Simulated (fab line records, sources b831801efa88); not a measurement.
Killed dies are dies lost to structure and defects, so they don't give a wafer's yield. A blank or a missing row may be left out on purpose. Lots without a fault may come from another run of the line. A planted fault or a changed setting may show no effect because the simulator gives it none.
A struck lot beside a sound one | flow sky130 | 15 steps out of a route of 708
Sound: wafers L853.3, L853.4, L853.6. Struck: wafer L867.3. (L867.5 of the same lot was not struck and is left out.) The cause comes at the end.
At each step with rows: each side's tool, then ch and its chambers, then its first start. Under that, the readings that differ: sound wafers | struck wafers | difference of the means | sigmas: that difference in standard deviations of wafers without a fault.
alike: readings whose means differ by less than 2 such deviations, and words and numbers that are the same on both sides. not compared: withheld readings, readings that some wafer has no value for, bounds like >300 that may hide the same value, and numbers for which the record gives no deviation and whose values overlap.
The two part at a step that has a row with sigmas, a row that says differs or no value, or rows on one side only. Numbers that don't overlap but have no deviation are shown without sigmas and don't part them. A reading that every wafer of one side lacks parts them only if that side has two wafers or more.

SKY_METAL2_STRIP_20: strips in O2/N2.
  sound on plasma_asher-04 ch 0,1, day 36 10:08; struck on plasma_asher-01 ch 0, day 40 20:18
  reading                      | sound          | struck | difference | sigmas
  drypump_motor_current_A (A)  | 5.5 5.2 5.5    | 6.5    | +1.1       | +2
  strip_time_to_endpoint_s (s) | 2.68 2.67 2.71 | 2.60   | -0.09      | -3
  alike: oes_product_au
  not compared: rf_hours_counter_h
then, 4 steps without rows for these wafers: SKY_METAL2_STRIP_21 (strips in post etch residue remover, time 1200 s); SKY_METAL2_CLEAN_22 (cleans in IPA, time 180 s); SKY_METAL2_CLEAN_23 (cleans in O3/DIW); SKY_VIA2_HDPCVD_00 (deposits SiO2, target thk 1180 nm, time 196.7 s).
SKY_VIA2_THK_MEAS_01:
  sound on film_metro-03, day 36 10:53; struck on film_metro-04, day 40 21:08
  alike: VIA2_HDPCVD_THK
SKY_VIA2_CMP_02: polishes SiO2.
  sound on cmp-02 ch 1,2,3, day 36 10:56; struck on cmp-01 ch 2, day 40 21:20
  alike: motor_current_A, retaining_ring_pressure_frac
SKY_VIA2_BOW_MEAS_03:
  sound on film_metro-04, day 36 11:16; struck on film_metro-03, day 40 21:31
  alike: VIA2_BOW
then, 4 steps without rows for these wafers: SKY_VIA2_DEHYDRATE_04 (time 60 s); SKY_VIA2_HMDS_05 (prime time 60 s); SKY_VIA2_COAT_06 (resist thk 60 nm); SKY_VIA2_COAT_07 (resist thk 450 nm).
SKY_VIA2_SOFTBAKE_08: time 90 s.
  sound on litho_track-03 ch 0, day 36 23:00; struck on litho_track-01 ch 0, day 41 09:00
  reading                  | sound                | struck | difference | sigmas
  heater_power_total_W (W) | 57.40 57.49 57.53    | 79.43  | +21.96     | +99 or more
  run_length_s (s)         | 119.30 119.17 119.17 | 62.73  | -56.48     | -99 or more
then, 1 step without rows for these wafers: SKY_VIA2_EXPOSE_09 (exposes mask VIM2, target cd 200 nm).
-- the record jumps here: 9 days lie between the struck wafers' starts before and after (it left off in module VIA2 and takes up again in module PAD_OPEN, whose first step shown is number 708 of the route) --
SKY_PAD_OPEN_PROBE_99:
  sound on prober-02, day 46 19:12; struck on prober-02, day 50 00:56
  alike: defect_limited_yield, killed_at_M0_to_M3, killed_at_M4_up, killed_at_contacts, killed_at_front_end, killed_at_other, killed_dies, killed_open, killed_short, sort_bin_3_pad_short, sort_bin_5_function, sort_bin_6_memory, sort_n_pass, sort_yield_pct

WHERE THEY PART
First at SKY_METAL2_STRIP_20; last, within this record, at SKY_VIA2_SOFTBAKE_08. Later steps at which nothing parts them and some readings are alike: SKY_PAD_OPEN_PROBE_99.

WHY: what the simulator had put in
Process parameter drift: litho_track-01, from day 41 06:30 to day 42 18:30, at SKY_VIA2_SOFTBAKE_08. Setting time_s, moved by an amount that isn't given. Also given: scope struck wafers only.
